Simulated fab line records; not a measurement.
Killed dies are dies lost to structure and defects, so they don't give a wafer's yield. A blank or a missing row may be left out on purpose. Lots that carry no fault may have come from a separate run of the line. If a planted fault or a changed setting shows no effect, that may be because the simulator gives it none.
Which tool is to blame? | flow sky130 | 6 lots with 18 wafers sampled at 4 steps, on a route of 708 steps

WHAT THE GAUGES READ, wafer by wafer
SKY_PAD_OPEN_BOW_MEAS_13.
lot  | measured     | on           | PAD_OPEN_BOW (um)
L895 | day 45 19:43 | filmMetro-01 | 34 44 42
L898 | day 46 18:31 | filmMetro-01 | 40 40 32
L900 | day 47 03:59 | filmMetro-04 | 38 45 44
L903 | day 48 02:19 | filmMetro-01 | 39 39 51
L911 | day 49 17:10 | filmMetro-04 | 30 47 50
L915 | day 50 12:27 | filmMetro-01 | 41 36 58

TOOL THAT RAN EACH LOT (tool first, then ch and the chambers of the sampled wafers, then the start)
lot  | SKY_PWDE_STRIP_09                  | SKY_METAL5_SPUTTER_00       | SKY_PASSIVATION_CVD_02
L895 | plasmaAsher-04 ch 0,1, day 3 23:42 | pvdSputter-04, day 42 21:58 | pecvd-03 ch 0,1, day 43 21:28
L898 | plasmaAsher-02 ch 0,1, day 4 19:45 | pvdSputter-03, day 44 00:40 | pecvd-04 ch 0,2, day 45 00:07
L900 | plasmaAsher-04 ch 0,1, day 5 03:42 | pvdSputter-04, day 44 10:52 | pecvd-03 ch 0,1,2, day 45 09:41
L903 | plasmaAsher-02 ch 0,1, day 5 22:15 | pvdSputter-01, day 45 10:57 | pecvd-04 ch 1,2, day 46 08:52
L911 | plasmaAsher-02 ch 0,1, day 7 18:42 | pvdSputter-04, day 47 06:07 | pecvd-04 ch 0,1,2, day 48 02:50
L915 | plasmaAsher-01 ch 0,1, day 8 18:38 | pvdSputter-01, day 48 06:22 | pecvd-04 ch 0,1, day 49 01:24
- SKY_PWDE_STRIP_09: strips in O2/N2.
- SKY_METAL5_SPUTTER_00: material Ti, target thk 15 nm, time 10 s.
- SKY_PASSIVATION_CVD_02: deposits Si3N4, target thk 540 nm.

THE ANSWER, worked out from the rows above alone
Rule: the usual values come from the lots themselves. The widest of any qualifying gaps counts: lots, ordered by their means at a reading, are off when they make up no more than a third of the lots, leave a main group of 4 or more, and stand apart from it by 3 or more times the standard deviation of that group's means. A main group whose means are all the same, to the digits that the tables above print for the reading, isn't used. Also off: a lot with no number at a reading for which 4 or more lots have one. The other lots that the step has rows for count as sound.
No lot is off on any of the readings shown, so nothing can be concluded from this.

WHAT THE SIMULATOR PUT IN
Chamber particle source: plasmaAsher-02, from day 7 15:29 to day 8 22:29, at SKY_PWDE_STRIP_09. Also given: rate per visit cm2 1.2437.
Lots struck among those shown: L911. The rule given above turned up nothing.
